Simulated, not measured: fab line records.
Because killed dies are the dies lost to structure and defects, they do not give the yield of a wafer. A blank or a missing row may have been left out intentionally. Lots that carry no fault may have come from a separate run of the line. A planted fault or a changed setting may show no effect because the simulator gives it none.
fab line records + flow sky130
record:
- lots: 6
- wafers: 14
- lastDay: 50
route steps=708 shown METAL5@671 PASSIVATION@681 PAD_OPEN@694
lots untouched by any fault: they come from a run of this same line in which no faults occurred
startH: the number of hours between the record's first day and the start of the first shown wafer of the lot + waitH: how many hours have passed since the lot's step before this one + " as in the row above + L1.1+2: a single row standing in for several wafers + - no value, or no start was given + * or withheld: withheld + < > ~ a bound
route shown NAME@n: a module of which the file shows steps, and the number in the route of the first + usual: mean/standard deviation taken from wafers without a fault + same: alike in all rows + chamber/n: place in a boat + sites: each site's reading + _std_site: how widely they spread, as a standard deviation + _edge_site: inner sites' mean taken away from outer sites' mean + radiusMm: for every site, how far away it sits from the centre of the wafer + mask NAME#n: copy n + behind: the last tool/chamber to shape the wafer + hold: what put the lot on hold/how long, in hours/how the hold closed + device: whichever transistor did not switch (one of n, p or np) + end of line: the tests these same wafers got at the end of their route + step lacking rows: just its recipe + killed: dies that structure and defects cost at the first sort, which is not the same as the wafer's yield + map: dies across one wafer; x = killed, . = not, _ = none there
set.NAME: the run value of the setting; set.NAME@STEP: its run value at that earlier step + model.NAME: the simulator's own value behind a step, which no gauge read
a table for each step, a row for each wafer; lots at some steps of the route
services: a tool's chamber out of use, with start hour (startH, from the record's first day; less than 0 if before it), hours out, and reason
== steps ==
step: SKY_METAL5_SOFTBAKE_10
recipe:
- tempC: 90
- timeS: 60
- resist: NOVOLAK
step: SKY_METAL5_EXPOSE_11
recipe:
- maskId: MM5
- na: 0.6
- sourceShape: conventional
- sigmaOuter: 0.6
- polarization: unpolarized
- targetCdNm: 1600
- doseMj: 190
step: SKY_METAL5_PEB_12
recipe:
- tempC: withheld
- timeS: *
- resist: NOVOLAK
step: SKY_METAL5_DEVELOP_13
recipe:
- resist: NOVOLAK
- developer: TMAH
- developTimeS: 60
- devTempC: 23
step: SKY_METAL5_DESCUM_14
recipe:
- chemistry: O2
- sourcePowerW: 150
- biasPowerW: 0
- pressureMtorr: 10
- tempC: 40
- timeS: 11
usual:
- drypumpMotorCurrentA: 5.4/0.5
- oesProductAu: 1.003/0.012
- tempC: 40.00/0.12
| lot.wafer | tool        | chamber | startH  | waitH | drypumpMotorCurrentA | oesProductAu | rfHoursCounterH | tempC |
|-----------|-------------|---------|---------|-------|----------------------|--------------|-----------------|-------|
| L725.1    | rieMetal-03 | 0       | 1038.43 | 0.1   | 4.9                  | 1.004        | 9               | 40.06 |
| L725.2    | "           | 1       | "       | "     | 5.5                  | 1.016        | 17              | 39.94 |
| L725.4    | "           | 0       | "       | "     | 4.9                  | 1.004        | -               | 40.00 |
| L730.1    | rieMetal-02 | 0       | 1091.13 | 0.1   | 4.7                  | 0.996        | 2               | 39.79 |
| L730.3    | "           | 0       | "       | "     | 4.7                  | 0.993        | -               | 39.79 |
| L730.5    | "           | 0       | "       | "     | 4.7                  | 0.996        | -               | 39.91 |
| L735.6    | rieMetal-04 | 0       | 1110.23 | 0.1   | 5.5                  | 1.013        | -               | 39.93 |
| L739.2    | rieMetal-03 | 1       | 1135.94 | 0.1   | 5.5                  | 1.011        | 24              | 40.02 |
| L741.3    | rieMetal-02 | 1       | 1144.14 | 0.1   | 5.3                  | 1.004        | -               | 39.89 |
| L741.4    | "           | 0       | "       | "     | 4.8                  | 0.988        | -               | 40.13 |
| L741.6    | "           | 0       | "       | "     | 4.7                  | 0.990        | -               | 40.11 |
| L743.1    | rieMetal-02 | 1       | 1150.58 | 0.1   | 5.3                  | 0.997        | 13              | 39.93 |
| L743.3    | "           | 1       | "       | "     | 5.3                  | 0.987        | -               | 40.08 |
| L743.6    | "           | 0       | "       | "     | 4.7                  | 0.990        | -               | 39.98 |
step: SKY_METAL5_METAL_ETCH_15
recipe:
- targetDepthA: 12600
- stopOn: SiO2
- overEtchFrac: 0.2
- timeS: 252
- chemistry: Cl2/BCl3
- resistSidewallDeg: 86
- pressureMtorr: 10
- icpW: 900
- biasW: 48.5
- Cl2_flow_sccm: 60
- bcl3FlowSccm: 30
step: SKY_METAL5_STRIP_16
recipe:
- chemistry: O2/N2
- powerW: 1400
- pressureMtorr: 1500
- platenTempC: withheld
- o2FlowSccm: 3000
- n2FlowSccm: 300
- overashFraction: 0.5
usual:
- drypumpMotorCurrentA: 5.81/0.27
- oesProductAu: 0.711/0.0049
- stripTimeToEndpointS: 13.03/0.16
| lot.wafer | tool           | chamber | startH  | waitH | drypumpMotorCurrentA | oesProductAu | rfHoursCounterH | stripTimeToEndpointS |
|-----------|----------------|---------|---------|-------|----------------------|--------------|-----------------|----------------------|
| L725.1    | plasmaAsher-01 | 1       | 1038.70 | 0.2   | 5.79                 | 0.711        | 121             | 13.16                |
| L725.2    | "              | 0       | "       | "     | 6.32                 | 0.710        | 121             | 12.84                |
| L725.4    | "              | 1       | "       | "     | 5.80                 | 0.709        | -               | 13.10                |
| L730.1    | plasmaAsher-01 | 0       | 1091.40 | 0.2   | 6.35                 | 0.708        | 3               | 13.21                |
| L730.3    | "              | 1       | "       | "     | 5.79                 | 0.720        | -               | 13.23                |
| L730.5    | "              | 0       | "       | "     | 6.32                 | 0.713        | -               | 13.17                |
| L735.6    | plasmaAsher-02 | 0       | 1110.78 | 0.1   | 5.90                 | 0.709        | -               | 12.82                |
| L739.2    | plasmaAsher-02 | 0       | 1136.21 | 0.2   | 5.92                 | 0.714        | 38              | 12.91                |
| L741.3    | plasmaAsher-01 | 1       | 1144.43 | 0.1   | 5.80                 | 0.712        | -               | 13.06                |
| L741.4    | "              | 0       | "       | "     | 6.33                 | 0.714        | -               | 13.19                |
| L741.6    | "              | 0       | "       | "     | 6.32                 | 0.702        | -               | 13.29                |
| L743.1    | plasmaAsher-02 | 1       | 1150.85 | 0.2   | 5.75                 | 0.708        | 40              | 13.04                |
| L743.3    | "              | 1       | "       | "     | 5.75                 | 0.708        | -               | 13.14                |
| L743.6    | "              | 1       | "       | "     | 5.78                 | 0.710        | -               | 13.19                |
step: SKY_METAL5_STRIP_17
recipe:
- chemistry: postEtchResidueRemover
- timeS: 1200
- tempC: 72.5
step: SKY_METAL5_CLEAN_18
recipe:
- chemistry: IPA
- timeS: 180
- tempC: 25
step: SKY_METAL5_CLEAN_19
recipe:
- chemistry: O3/DIW
- dry: n2Spin
step: SKY_PASSIVATION_CVD_00
recipe:
- material: SiO2
- targetThkNm: 90
- tempC: 400
- timeS: withheld
- rfW: 600
usual:
- heaterPowerW: 654/100
| lot.wafer | tool     | chamber | startH  | waitH | heaterPowerW |
|-----------|----------|---------|---------|-------|--------------|
| L725.1    | pecvd-02 | 1       | 1039.29 | 0.0   | 609          |
| L725.2    | "        | 2       | "       | "     | 651          |
| L725.4    | "        | 1       | "       | "     | 592          |
| L730.1    | pecvd-03 | 2       | 1092.34 | 0.0   | 682          |
| L730.3    | "        | 0       | "       | "     | 750          |
| L730.5    | "        | 2       | "       | "     | 688          |
| L735.6    | pecvd-03 | 1       | 1111.50 | 0.0   | 812          |
| L739.2    | pecvd-04 | 1       | 1136.80 | 0.0   | 470          |
| L741.3    | pecvd-03 | 0       | 1144.99 | 0.0   | 659          |
| L741.4    | "        | 1       | "       | "     | 784          |
| L741.6    | "        | 0       | "       | "     | 666          |
| L743.1    | pecvd-03 | 1       | 1151.46 | 0.0   | 817          |
| L743.3    | "        | 2       | "       | "     | 857          |
| L743.6    | "        | 1       | "       | "     | 838          |
step: SKY_PASSIVATION_THK_MEAS_01
recipe:
- reads: SiO2_of_PASSIVATION_CVD_00
usual:
- PASSIVATION_CVD_00_THK: 89.7/1.2
| lot.wafer | tool         | chamber | startH  | waitH | PASSIVATION_CVD_00_THK[nm] |
|-----------|--------------|---------|---------|-------|----------------------------|
| L725.1    | filmMetro-03 | -       | 1039.31 | -     | 88.3                       |
| L725.2    | "            | -       | "       | "     | 87.6                       |
| L725.4    | "            | -       | "       | "     | 90.8                       |
| L730.1    | filmMetro-03 | -       | 1092.36 | -     | 90.9                       |
| L730.3    | "            | -       | "       | "     | 91.9                       |
| L730.5    | "            | -       | "       | "     | 91.9                       |
| L735.6    | filmMetro-03 | -       | 1111.56 | -     | 91.8                       |
| L739.2    | filmMetro-03 | -       | 1136.83 | -     | 88.1                       |
| L741.3    | filmMetro-04 | -       | 1145.03 | -     | 87.9                       |
| L741.4    | "            | -       | "       | "     | 90.9                       |
| L741.6    | "            | -       | "       | "     | 89.5                       |
| L743.1    | filmMetro-02 | -       | 1151.48 | -     | 89.9                       |
| L743.3    | "            | -       | "       | "     | 89.2                       |
| L743.6    | "            | -       | "       | "     | 92.5                       |
step: SKY_PASSIVATION_CVD_02
recipe:
- material: Si3N4
- targetThkNm: 540
- tempC: 400
- timeS: withheld
- rfW: 450
usual:
- heaterPowerW: 703/93
| lot.wafer | tool     | chamber | startH  | waitH | heaterPowerW | model.Si3N4_of_PASSIVATION_CVD_02.thkNm |
|-----------|----------|---------|---------|-------|--------------|-----------------------------------------|
| L725.1    | pecvd-04 | 0       | 1039.37 | 0.1   | 659          | 534.7                                   |
| L725.2    | "        | 2       | "       | "     | 701          | 544.1                                   |
| L725.4    | "        | 0       | "       | "     | 674          | 544.5                                   |
| L730.1    | pecvd-02 | 2       | 1092.42 | 0.1   | 690          | 540.7                                   |
| L730.3    | "        | 1       | "       | "     | 736          | 540.9                                   |
| L730.5    | "        | 1       | "       | "     | 757          | 543.6                                   |
| L735.6    | pecvd-02 | 2       | 1111.68 | 0.1   | 653          | 467.5                                   |
| L739.2    | pecvd-02 | 2       | 1136.88 | 0.0   | 681          | 468.9                                   |
| L741.3    | pecvd-04 | 2       | 1145.07 | 0.0   | 649          | 532.1                                   |
| L741.4    | "        | 0       | "       | "     | 549          | 533.6                                   |
| L741.6    | "        | 1       | "       | "     | 487          | 537.7                                   |
| L743.1    | pecvd-04 | 0       | 1151.54 | 0.1   | 670          | 524.2                                   |
| L743.3    | "        | 2       | "       | "     | 694          | 537.1                                   |
| L743.6    | "        | 2       | "       | "     | 706          | 542.2                                   |
step: SKY_PASSIVATION_THK_MEAS_03
recipe:
- reads: Si3N4_of_PASSIVATION_CVD_02
usual:
- PASSIVATION_CVD_02_THK: 539/7.2
| lot.wafer | tool         | chamber | startH  | waitH | PASSIVATION_CVD_02_THK[nm] |
|-----------|--------------|---------|---------|-------|----------------------------|
| L725.1    | filmMetro-02 | -       | 1039.59 | -     | 535                        |
| L725.2    | "            | -       | "       | "     | 544                        |
| L725.4    | "            | -       | "       | "     | 544                        |
| L730.1    | filmMetro-02 | -       | 1092.64 | -     | 541                        |
| L730.3    | "            | -       | "       | "     | 540                        |
| L730.5    | "            | -       | "       | "     | 543                        |
| L735.6    | filmMetro-02 | -       | 1111.84 | -     | 468                        |
| L739.2    | filmMetro-03 | -       | 1137.12 | -     | 469                        |
| L741.3    | filmMetro-02 | -       | 1145.31 | -     | 532                        |
| L741.4    | "            | -       | "       | "     | 534                        |
| L741.6    | "            | -       | "       | "     | 538                        |
| L743.1    | filmMetro-02 | -       | 1151.77 | -     | 524                        |
| L743.3    | "            | -       | "       | "     | 536                        |
| L743.6    | "            | -       | "       | "     | 542                        |
step: SKY_PASSIVATION_DEHYDRATE_04
recipe:
- tempC: 200
- timeS: 60
step: SKY_PASSIVATION_HMDS_05
recipe:
- primeTimeS: 60
- primeTempC: 120
step: SKY_PASSIVATION_COAT_06
recipe:
- spinRpm: 2000
- resistThkNm: 3000
step: SKY_PASSIVATION_SOFTBAKE_07
recipe:
- tempC: 110
- timeS: withheld
step: SKY_PASSIVATION_EXPOSE_08
recipe:
- maskId: NSM
- targetCdNm: 3000
- na: 0.57
- doseMj: 260
step: SKY_PASSIVATION_PEB_09
recipe:
- tempC: 115
- timeS: withheld
step: SKY_PASSIVATION_DEVELOP_10
recipe:
- developTimeS: 60
- devTempC: 23
step: SKY_PASSIVATION_ETCH_11
recipe:
- chemistry: CF4/O2
- targetDepthNm: 725
- stopOn: AlCu
- sourceW: 800
- biasW: 150
- pressureMtorr: 150
- cf4FlowSccm: 80
- O2_flow_sccm: 10
- timeS: 161.1
usual:
- biasW: 150.0/0.41
- drypumpMotorCurrentA: 5.7/0.49
- oesProductAu: 0.977/0.0075
- throttleValvePct: 5.964/0.0091
| lot.wafer | tool       | chamber | startH  | waitH | biasW | drypumpMotorCurrentA | oesProductAu | rfHoursCounterH | throttleValvePct | model.PASSIVATION.featureDepthNm | model.etch.depthNm |
|-----------|------------|---------|---------|-------|-------|----------------------|--------------|-----------------|------------------|----------------------------------|--------------------|
| L725.1    | rieDiel-01 | 2       | 1061.79 | -     | 149.5 | 5.6                  | 0.967        | 12              | 5.957            | 698.8                            | 698.8              |
| L725.2    | "          | 3       | "       | "     | 150.1 | 5.9                  | 0.978        | 13              | 5.960            | 707.2                            | 707.2              |
| L725.4    | "          | 0       | "       | "     | 149.9 | 5.0                  | 0.986        | -               | 5.955            | 710.7                            | 710.7              |
| L730.1    | rieDiel-02 | 0       | 1111.19 | -     | 149.6 | 6.3                  | 0.983        | 24              | 5.954            | 706.4                            | 706.4              |
| L730.3    | "          | 1       | "       | "     | 150.0 | 5.6                  | 0.991        | 19              | 5.976            | 706.5                            | 706.5              |
| L730.5    | "          | 1       | "       | "     | 149.9 | 5.6                  | 0.972        | -               | 5.943            | 709.8                            | 709.8              |
| L735.6    | rieDiel-01 | 3       | 1131.39 | -     | 149.7 | 5.9                  | 0.917        | -               | 5.949            | 634.8                            | 634.8              |
| L739.2    | rieDiel-01 | 0       | 1156.24 | -     | 149.0 | 5.0                  | 0.920        | 21              | 5.945            | 633.2                            | 633.2              |
| L741.3    | rieDiel-01 | 0       | 1162.78 | -     | 150.0 | 5.0                  | 0.982        | 21              | 5.963            | 694.9                            | 694.9              |
| L741.4    | "          | 1       | "       | "     | 150.5 | 5.6                  | 0.974        | 13              | 5.966            | 697.8                            | 697.8              |
| L741.6    | "          | 3       | "       | "     | 150.2 | 5.9                  | 0.978        | -               | 5.971            | 701.6                            | 701.6              |
| L743.1    | rieDiel-03 | 3       | 1169.03 | -     | 150.5 | 5.2                  | 0.964        | 9               | 5.965            | 689.8                            | 689.8              |
| L743.3    | "          | 2       | "       | "     | 149.6 | 5.1                  | 0.974        | 19              | 5.975            | 701.7                            | 701.7              |
| L743.6    | "          | 0       | "       | "     | 149.8 | 6.3                  | 0.985        | -               | 5.968            | 710                              | 710                |
step: SKY_PASSIVATION_STRIP_12
recipe:
- chemistry: O2/N2
- powerW: 1400
- pressureMtorr: 1500
- platenTempC: withheld
- overashFraction: 0.7
- o2FlowSccm: 3000
- n2FlowSccm: 300
usual:
- drypumpMotorCurrentA: 5.89/0.29
- oesProductAu: 0.661/0.0048
- stripTimeToEndpointS: 31.53/0.15
| lot.wafer | tool           | chamber | startH  | waitH | drypumpMotorCurrentA | oesProductAu | rfHoursCounterH | stripTimeToEndpointS |
|-----------|----------------|---------|---------|-------|----------------------|--------------|-----------------|----------------------|
| L725.1    | plasmaAsher-02 | 0       | 1061.89 | 0.1   | 5.90                 | 0.663        | 30              | 31.70                |
| L725.2    | "              | 1       | "       | "     | 5.74                 | 0.661        | 30              | 31.57                |
| L725.4    | "              | 0       | "       | "     | 5.91                 | 0.660        | -               | 31.51                |
| L730.1    | plasmaAsher-01 | 1       | 1111.29 | 0.1   | 5.80                 | 0.659        | 6               | 31.43                |
| L730.3    | "              | 0       | "       | "     | 6.31                 | 0.669        | -               | 31.51                |
| L730.5    | "              | 1       | "       | "     | 5.79                 | 0.661        | -               | 31.46                |
| L735.6    | plasmaAsher-01 | 1       | 1131.51 | 0.1   | 5.78                 | 0.658        | -               | 31.81                |
| L739.2    | plasmaAsher-02 | 1       | 1156.34 | 0.1   | 5.73                 | 0.662        | 40              | 31.42                |
| L741.3    | plasmaAsher-01 | 0       | 1162.92 | 0.1   | 6.30                 | 0.664        | -               | 31.46                |
| L741.4    | "              | 1       | "       | "     | 5.80                 | 0.662        | -               | 31.47                |
| L741.6    | "              | 0       | "       | "     | 6.29                 | 0.648        | -               | 31.63                |
| L743.1    | plasmaAsher-01 | 1       | 1169.14 | 0.1   | 5.80                 | 0.662        | 12              | 31.50                |
| L743.3    | "              | 1       | "       | "     | 5.80                 | 0.652        | -               | 31.75                |
| L743.6    | "              | 1       | "       | "     | 5.82                 | 0.650        | -               | 31.74                |
step: SKY_PAD_OPEN_DEHYDRATE_00
recipe:
- tempC: 200
- timeS: 60
step: SKY_PAD_OPEN_HMDS_01
recipe:
- primeTimeS: 60
- primeTempC: 120
step: SKY_PAD_OPEN_COAT_02
recipe:
- spinRpm: 2000
- resistThkNm: 3000
step: SKY_PAD_OPEN_SOFTBAKE_03
recipe:
- tempC: 110
- timeS: withheld
step: SKY_PAD_OPEN_EXPOSE_04
recipe:
- maskId: PDM
- targetCdNm: 60000
- na: 0.57
- doseMj: 260
step: SKY_PAD_OPEN_PEB_05
recipe:
- tempC: 115
- timeS: withheld
step: SKY_PAD_OPEN_DEVELOP_06
recipe:
- developTimeS: 60
- devTempC: 23
step: SKY_PAD_OPEN_ETCH_07
recipe:
- chemistry: CF4/O2
- targetDepthNm: 725
- stopOn: AlCu
- sourceW: 800
- biasW: 150
- pressureMtorr: 150
- cf4FlowSccm: 80
- O2_flow_sccm: 10
- timeS: 161.1
usual:
- biasW: 150.0/0.4
- drypumpMotorCurrentA: 5.7/0.62
- oesProductAu: 0.978/0.0076
- throttleValvePct: 5.964/0.0097
| lot.wafer | tool       | chamber | startH  | waitH | biasW | drypumpMotorCurrentA | oesProductAu | rfHoursCounterH | throttleValvePct | model.etch.depthNm | model.PAD_OPEN.featureDepthNm |
|-----------|------------|---------|---------|-------|-------|----------------------|--------------|-----------------|------------------|--------------------|-------------------------------|
| L725.1    | rieDiel-02 | 2       | 1083.43 | -     | 149.5 | 5.5                  | 0.969        | 27              | 5.968            | 698.8              | 698.8                         |
| L725.2    | "          | 1       | "       | "     | 150.3 | 5.5                  | 0.976        | 17              | 5.952            | 707.2              | 707.2                         |
| L725.4    | "          | 3       | "       | "     | 150.5 | 6.8                  | 0.990        | 21              | 5.966            | 710.7              | 710.7                         |
| L730.1    | rieDiel-04 | 3       | 1131.02 | -     | 149.7 | 5.2                  | 0.974        | 28              | 5.955            | 706.4              | 706.4                         |
| L730.3    | "          | 2       | "       | "     | 150.0 | 5.0                  | 0.976        | 20              | 5.966            | 706.5              | 706.5                         |
| L730.5    | "          | 3       | "       | "     | 150.4 | 5.2                  | 0.974        | -               | 5.965            | 709.8              | 709.8                         |
| L735.6    | rieDiel-03 | 3       | 1151.13 | -     | 149.9 | 5.2                  | 0.924        | -               | 5.943            | 634.8              | 634.8                         |
| L739.2    | rieDiel-02 | 0       | 1174.42 | -     | 149.9 | 6.3                  | 0.919        | 27              | 5.950            | 633.2              | 633.2                         |
| L741.3    | rieDiel-04 | 0       | 1180.53 | -     | 150.7 | 5.0                  | 0.971        | 14              | 5.955            | 694.9              | 694.9                         |
| L741.4    | "          | 2       | "       | "     | 151.1 | 5.0                  | 0.971        | 22              | 5.956            | 697.8              | 697.8                         |
| L741.6    | "          | 3       | "       | "     | 149.2 | 5.2                  | 0.975        | -               | 5.979            | 701.6              | 701.6                         |
| L743.1    | rieDiel-02 | 2       | 1185.83 | -     | 149.7 | 5.5                  | 0.967        | 32              | 5.959            | 689.8              | 689.8                         |
| L743.3    | "          | 0       | "       | "     | 149.8 | 6.3                  | 0.979        | 28              | 5.971            | 701.7              | 701.7                         |
| L743.6    | "          | 2       | "       | "     | 150.1 | 5.5                  | 0.982        | -               | 5.938            | 710                | 710                           |
step: SKY_PAD_OPEN_STRIP_08
recipe:
- chemistry: O2/N2
- powerW: 1400
- pressureMtorr: 1500
- platenTempC: withheld
- overashFraction: 0.7
- o2FlowSccm: 3000
- n2FlowSccm: 300
usual:
- drypumpMotorCurrentA: 5.63/0.22
- oesProductAu: 0.663/0.0042
- stripTimeToEndpointS: 37.04/0.098
| lot.wafer | tool           | chamber | startH  | waitH | drypumpMotorCurrentA | oesProductAu | rfHoursCounterH | stripTimeToEndpointS |
|-----------|----------------|---------|---------|-------|----------------------|--------------|-----------------|----------------------|
| L725.1    | plasmaAsher-02 | 1       | 1083.53 | 0.1   | 5.75                 | 0.657        | 33              | 36.98                |
| L725.2    | "              | 0       | "       | "     | 5.91                 | 0.661        | 33              | 37.06                |
| L725.4    | "              | 0       | "       | "     | 5.90                 | 0.656        | -               | 36.91                |
| L730.1    | plasmaAsher-02 | 0       | 1131.13 | 0.1   | 5.93                 | 0.666        | 37              | 37.07                |
| L730.3    | "              | 0       | "       | "     | 5.90                 | 0.665        | -               | 37.02                |
| L730.5    | "              | 1       | "       | "     | 5.74                 | 0.670        | -               | 37.20                |
| L735.6    | plasmaAsher-03 | 0       | 1151.25 | 0.1   | 5.40                 | 0.662        | -               | 37.09                |
| L739.2    | plasmaAsher-04 | 0       | 1174.53 | 0.1   | 5.71                 | 0.665        | 105             | 37.14                |
| L741.3    | plasmaAsher-04 | 0       | 1180.67 | 0.1   | 5.69                 | 0.659        | -               | 37.03                |
| L741.4    | "              | 1       | "       | "     | 5.27                 | 0.671        | -               | 37.07                |
| L741.6    | "              | 1       | "       | "     | 5.31                 | 0.666        | -               | 37.07                |
| L743.1    | plasmaAsher-04 | 1       | 1185.94 | 0.1   | 5.29                 | 0.660        | 106             | 36.92                |
| L743.3    | "              | 1       | "       | "     | 5.33                 | 0.666        | -               | 37.02                |
| L743.6    | "              | 1       | "       | "     | 5.32                 | 0.656        | -               | 36.79                |
step: SKY_PAD_OPEN_STRIP_09
recipe:
- chemistry: postEtchResidueRemover
- timeS: 1200
- tempC: 72.5
usual:
- bathGuardTempC: 72.3/0.61
- tempC: 72.45/0.13
| lot.wafer | tool        | chamber | startH  | waitH | bathGuardTempC | tempC | model.Si3N4_of_PASSIVATION_CVD_02.thkNm |
|-----------|-------------|---------|---------|-------|----------------|-------|-----------------------------------------|
| L725.1    | wetBench-02 | 2       | 1083.79 | 0.2   | 72.9           | 72.56 | 534.3                                   |
| L725.2    | "           | 2       | "       | "     | 72.8           | 72.38 | 543.7                                   |
| L725.4    | "           | 2       | "       | "     | 73.1           | 72.60 | 544.1                                   |
| L730.1    | wetBench-02 | 1       | 1131.23 | 0.1   | 73.0           | 72.30 | 540.3                                   |
| L730.3    | "           | 1       | "       | "     | 72.7           | 72.32 | 540.5                                   |
| L730.5    | "           | 1       | "       | "     | 72.5           | 72.33 | 543.3                                   |
| L735.6    | wetBench-04 | 3       | 1151.35 | 0.1   | 72.8           | 72.48 | 467.2                                   |
| L739.2    | wetBench-04 | 1       | 1174.63 | 0.1   | 72.0           | 72.14 | 468.6                                   |
| L741.3    | wetBench-04 | 2       | 1180.73 | 0.0   | 71.5           | 72.42 | 531.8                                   |
| L741.4    | "           | 2       | "       | "     | 71.1           | 72.38 | 533.3                                   |
| L741.6    | "           | 2       | "       | "     | 71.0           | 72.41 | 537.3                                   |
| L743.1    | wetBench-02 | 2       | 1186.04 | 0.1   | 73.3           | 72.41 | 523.8                                   |
| L743.3    | "           | 2       | "       | "     | 73.1           | 72.44 | 536.7                                   |
| L743.6    | "           | 2       | "       | "     | 72.6           | 72.38 | 541.8                                   |
step: SKY_PAD_OPEN_CLEAN_10
recipe:
- chemistry: IPA
- timeS: 180
- tempC: 25
step: SKY_PAD_OPEN_PROBE_99
usual:
- killed_at_M0_to_M3: 42/6.2
- killed_at_M4_up: 3.0/1.8
- killedAtContacts: 25/5.9
- killedAtFrontEnd: 15/4.5
- killedAtOther: 0.2/0.45
- killedDies: 85/9.9
- killedOpen: 47/6.7
- killedShort: 39/6.4
same:
- grossDies: 492
- killedAtBackSide: 0
| lot.wafer | tool      | chamber | startH  | waitH | killed_at_M0_to_M3 | killed_at_M4_up | killedAtContacts | killedAtFrontEnd | killedAtOther | killedDies | killedOpen | killedShort |
|-----------|-----------|---------|---------|-------|--------------------|-----------------|------------------|------------------|---------------|------------|------------|-------------|
| L739.2    | prober-02 | -       | 1176.83 | 0.1   | 46                 | 3               | 30               | 12               | 0             | 91         | 52         | 39          |
killed by level:class
L739.2 VIA2:geometricParticle:open=12 CONTACT:geometricParticle:open=12 LI_CONTACT:geometricParticle:open=7 CONTACT:geometricParticle:short=6 METAL2:geometricParticle:short=5 VIA3:geometricParticle:open=5 FIELD_ISO:geometricParticle:short=4 VIA2:geometricParticle:short=4
== services ==
| tool           | chamber | startH  | hours | kind   |
|----------------|---------|---------|-------|--------|
| rieDiel-04     | 0       | 1036.99 | 5.0   | repair |
| plasmaAsher-03 | -       | 1049.32 | 12.8  | repair |
| rieDiel-01     | 1       | 1050.78 | 21.2  | repair |
| plasmaAsher-01 | -       | 1055.31 | 9.0   | pm     |
| rieDiel-03     | -       | 1057.49 | 74.4  | repair |
| plasmaAsher-04 | -       | 1061.27 | 22.5  | repair |
| rieDiel-02     | 3       | 1065.46 | 10.1  | repair |
| pecvd-02       | -       | 1068.26 | 0.9   | repair |
| plasmaAsher-02 | -       | 1078.27 | 2.2   | repair |
| rieMetal-03    | -       | 1084.70 | 2.7   | repair |
| plasmaAsher-04 | -       | 1097.53 | 3.5   | repair |
| rieMetal-04    | 1       | 1109.39 | 8.8   | repair |
| rieDiel-04     | 1       | 1122.01 | 14.9  | repair |
| rieDiel-01     | -       | 1135.49 | 4.3   | pm     |
| plasmaAsher-03 | -       | 1135.54 | 15.6  | pm     |
| pecvd-03       | -       | 1145.34 | 2.8   | pm     |
| pecvd-03       | -       | 1150.80 | 0.6   | repair |
| rieDiel-02     | 1       | 1154.45 | 19.5  | repair |
| rieDiel-04     | 1       | 1167.04 | 6.6   | repair |
| plasmaAsher-02 | -       | 1167.79 | 2.8   | pm     |
| plasmaAsher-04 | -       | 1168.52 | 0.8   | repair |
| rieDiel-04     | -       | 1171.17 | 4.3   | repair |
| pecvd-02       | 0       | 1171.52 | 9.1   | repair |
| rieDiel-01     | 0       | 1183.96 | 1.7   | repair |
== key ==
firstSign:
- step: SKY_PASSIVATION_THK_MEAS_03
- reading: PASSIVATION_CVD_02_THK
- direction: down
- sigmas: 9.9
- usual: 539
- struck: 469
effect:
- step: SKY_PASSIVATION_ETCH_11
- reading: oesProductAu
- direction: down
- sigmas: 7.9
- usual: 0.977
- struck: 0.918
effect:
- step: SKY_PAD_OPEN_ETCH_07
- reading: oesProductAu
- direction: down
- sigmas: 7.4
- usual: 0.978
- struck: 0.922
modelEffect:
- step: SKY_PASSIVATION_CVD_02
- value: Si3N4_of_PASSIVATION_CVD_02.thkNm
- without: 531.3
- struck: 468.2
modelEffect:
- step: SKY_PASSIVATION_ETCH_11
- value: PASSIVATION.featureDepthNm
- without: 697.1
- struck: 634
modelEffect:
- step: SKY_PAD_OPEN_ETCH_07
- value: etch.depthNm
- without: 697.1
- struck: 634
modelEffect:
- step: SKY_PAD_OPEN_STRIP_09
- value: Si3N4_of_PASSIVATION_CVD_02.thkNm
- without: 530.9
- struck: 467.9
metAt SKY_PASSIVATION_CVD_02
struckWafers L735.6,L739.2
testerLeftOut L735,L739
onsetBetween 1092.42 1111.68
earlierFault:
- kind: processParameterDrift
- tool: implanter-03
- chamber: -
- onsetH: 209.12
- steps: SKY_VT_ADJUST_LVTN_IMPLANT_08
- channel: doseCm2
- offset: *
- shape: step
- endH: 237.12
- actsIn: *
- stated: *
earlierFault:
- kind: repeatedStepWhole
- tool: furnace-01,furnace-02
- chamber: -
- onsetH: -
- steps: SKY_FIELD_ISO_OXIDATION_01
- times: 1
- scope: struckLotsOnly
fault:
- kind: processParameterDrift
- tool: pecvd-02
- chamber: 2
- onsetH: 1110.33
- steps: SKY_PASSIVATION_CVD_02
- channel: timeS
- offset: withheld
- shape: step
- actsIn: *
testerLeftOut: of these lots the tester's yield and bins aren't shown, on N5 and GAA mostly nor the transistor test; their killed dies are dies lost to structure and defects alone, not to doping, threshold or leakage, so they don't give the yield
